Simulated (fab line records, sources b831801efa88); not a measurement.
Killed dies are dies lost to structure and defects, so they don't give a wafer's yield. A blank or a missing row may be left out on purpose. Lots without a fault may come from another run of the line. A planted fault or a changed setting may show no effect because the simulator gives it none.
Which tool did it? | flow gf180mcu | 11 lots, 33 wafers sampled, at 6 steps of a route of 602

WHAT THE GAUGES READ, wafer by wafer
GF_V4_RS_MEAS_24: measures by four-point-probe.
lot  | measured     | on            | V4_W_RS (ohm/sq)
L299 | day 24 21:56 | film_metro-03 | 0.325 0.327 0.328
L303 | day 26 11:26 | film_metro-02 | 0.326 0.330 0.331
L304 | day 27 00:19 | film_metro-02 | 0.322 0.321 0.323
L305 | day 27 05:46 | film_metro-03 | 0.321 0.322 0.325
L308 | day 28 04:44 | film_metro-04 | 0.332 0.329 0.322
L309 | day 28 11:19 | film_metro-03 | 0.321 0.323 0.322
L310 | day 28 20:13 | film_metro-04 | 0.326 0.327 0.328
L311 | day 29 06:34 | film_metro-04 | 0.324 0.330 0.325
L316 | day 30 13:27 | film_metro-03 | 0.328 0.328 0.327
L317 | day 30 14:13 | film_metro-04 | 0.323 0.325 0.325
L318 | day 30 22:56 | film_metro-04 | 0.325 0.322 0.322

GF_MIM_RS_MEAS_10: measures by four-point-probe.
lot  | measured     | on            | MIM_ALCU_RS (ohm/sq)
L299 | day 24 22:52 | film_metro-01 | 0.1622 0.1627 0.1628
L303 | day 26 12:19 | film_metro-02 | 0.1550 0.1588 0.1572
L304 | day 27 01:13 | film_metro-01 | 0.1592 0.1567 0.1574
L305 | day 27 06:39 | film_metro-01 | 0.1584 0.1568 0.1594
L308 | day 28 05:38 | film_metro-01 | 0.1608 0.1593 0.1608
L309 | day 28 12:13 | film_metro-01 | 0.1565 0.1560 0.1592
L310 | day 28 21:07 | film_metro-03 | 0.1600 0.1603 0.1605
L311 | day 29 07:28 | film_metro-02 | 0.1615 0.1594 0.1611
L316 | day 30 14:20 | film_metro-01 | 0.4786 0.4676 0.1594
L317 | day 30 15:07 | film_metro-03 | 0.1581 0.1581 0.1598
L318 | day 30 23:50 | film_metro-01 | 0.1573 0.1605 0.4539

GF_MIM_THK_MEAS_11: measures by xrf.
lot  | measured     | on            | MIM_ALCU_THK (nm)
L299 | day 24 22:59 | film_metro-01 | 196.4 195.0 194.8
L303 | day 26 12:26 | film_metro-02 | 203.4 199.0 200.4
L304 | day 27 01:20 | film_metro-01 | 199.6 202.4 201.5
L305 | day 27 06:46 | film_metro-01 | 200.6 203.2 200.5
L308 | day 28 05:44 | film_metro-01 | 197.1 199.2 198.9
L309 | day 28 12:20 | film_metro-01 | 203.0 203.7 199.4
L310 | day 28 21:14 | film_metro-03 | 197.7 196.7 197.9
L311 | day 29 07:35 | film_metro-02 | 195.7 198.0 195.7
L316 | day 30 14:26 | film_metro-01 | 71.6 72.3 200.1
L317 | day 30 15:14 | film_metro-03 | 200.1 200.4 198.9
L318 | day 30 23:57 | film_metro-01 | 203.0 199.1 74.8

WHICH TOOL RAN EACH LOT (tool, then ch and the chambers of the sampled wafers, then the start)
lot  | GF_V4_SPUTTER_21             | GF_MIM_SPUTTER_01            | GF_MIM_SPUTTER_08
L299 | pvd_sputter-01, day 24 21:44 | pvd_sputter-04, day 24 22:33 | pvd_sputter-01, day 24 22:48
L303 | pvd_sputter-03, day 26 11:11 | pvd_sputter-04, day 26 11:59 | pvd_sputter-03, day 26 12:14
L304 | pvd_sputter-03, day 27 00:05 | pvd_sputter-01, day 27 00:53 | pvd_sputter-04, day 27 01:08
L305 | pvd_sputter-03, day 27 05:32 | pvd_sputter-03, day 27 06:20 | pvd_sputter-04, day 27 06:35
L308 | pvd_sputter-01, day 28 04:30 | pvd_sputter-01, day 28 05:17 | pvd_sputter-04, day 28 05:33
L309 | pvd_sputter-03, day 28 11:06 | pvd_sputter-01, day 28 11:53 | pvd_sputter-03, day 28 12:09
L310 | pvd_sputter-03, day 28 20:01 | pvd_sputter-01, day 28 20:48 | pvd_sputter-03, day 28 21:04
L311 | pvd_sputter-01, day 29 06:22 | pvd_sputter-03, day 29 07:10 | pvd_sputter-01, day 29 07:25
L316 | pvd_sputter-02, day 30 13:11 | pvd_sputter-01, day 30 13:59 | pvd_sputter-04, day 30 14:14
L317 | pvd_sputter-03, day 30 14:00 | pvd_sputter-03, day 30 14:47 | pvd_sputter-01, day 30 15:03
L318 | pvd_sputter-01, day 30 22:43 | pvd_sputter-03, day 30 23:30 | pvd_sputter-04, day 30 23:46
- GF_V4_SPUTTER_21: material Ti, target thk 15 nm, time 80.02 s.
- GF_MIM_SPUTTER_01: material TiN, target thk 30 nm, time 25 s.
- GF_MIM_SPUTTER_08: material AlCu, target thk 200 nm, time 10.6 s.

WHAT THE TOOLS THEMSELVES READ (means of the sampled wafers that have a number; where no wafer has one, the mark that the record gives instead)
GF_V4_SPUTTER_21.
lot  | tool           | throttle_valve_pct (%)
L299 | pvd_sputter-01 | 30.1
L303 | pvd_sputter-03 | 28.9
L304 | pvd_sputter-03 | 29.5
L305 | pvd_sputter-03 | 29.2
L308 | pvd_sputter-01 | 30.3
L309 | pvd_sputter-03 | 30.2
L310 | pvd_sputter-03 | 30.2
L311 | pvd_sputter-01 | 29.9
L316 | pvd_sputter-02 | 29.8
L317 | pvd_sputter-03 | 30.1
L318 | pvd_sputter-01 | 30.0

GF_MIM_SPUTTER_01.
lot  | tool           | throttle_valve_pct (%)
L299 | pvd_sputter-04 | 30.8
L303 | pvd_sputter-04 | 30.2
L304 | pvd_sputter-01 | 30.1
L305 | pvd_sputter-03 | 30.1
L308 | pvd_sputter-01 | 30.4
L309 | pvd_sputter-01 | 30.0
L310 | pvd_sputter-01 | 30.1
L311 | pvd_sputter-03 | 30.3
L316 | pvd_sputter-01 | 30.0
L317 | pvd_sputter-03 | 29.4
L318 | pvd_sputter-03 | 30.2

GF_MIM_SPUTTER_08.
lot  | tool           | throttle_valve_pct (%)
L299 | pvd_sputter-01 | 30.0
L303 | pvd_sputter-03 | 29.1
L304 | pvd_sputter-04 | 31.3
L305 | pvd_sputter-04 | 30.9
L308 | pvd_sputter-04 | 30.0
L309 | pvd_sputter-03 | 28.5
L310 | pvd_sputter-03 | 29.6
L311 | pvd_sputter-01 | 30.0
L316 | pvd_sputter-04 | 30.2
L317 | pvd_sputter-01 | 30.1
L318 | pvd_sputter-04 | 30.4

THE ANSWER, worked out from the rows above alone
Rule: what is usual is taken from the lots themselves. Put in order of their means at a reading, lots are off if they are a third of the lots or fewer, leave a main group of 4 or more, and stand apart from it by a gap of 3 or more times the standard deviation of the main group's means; of several such gaps the widest counts. A main group whose means are all the same, to the digits that the tables above print for the reading, isn't used. A lot without any number at a reading at which 4 lots or more have one is off too. The other lots that the step has rows for count as sound. The gauges are gone through in route order, then the tools' own readings, and for those a lot's mean is taken as printed above. The first step at which some lot is off is used, and at that step the reading that is off furthest; a lot without a number counts as furthest.
Off: L316, L318, at GF_MIM_RS_MEAS_10 (MIM_ALCU_RS). The main group: mean 0.1592 ohm/sq, standard deviation 0.0018.
A tool fits if, at a process step before that reading, it ran every lot that is off, and no sound lot after the first of them. The gauges at GF_MIM_RS_MEAS_10 are tried like those tools. Can't be told from this: 2 tools fit, pvd_sputter-04 at GF_MIM_SPUTTER_08, film_metro-01 at GF_MIM_RS_MEAS_10.

WHAT THE SIMULATOR HAD PUT IN
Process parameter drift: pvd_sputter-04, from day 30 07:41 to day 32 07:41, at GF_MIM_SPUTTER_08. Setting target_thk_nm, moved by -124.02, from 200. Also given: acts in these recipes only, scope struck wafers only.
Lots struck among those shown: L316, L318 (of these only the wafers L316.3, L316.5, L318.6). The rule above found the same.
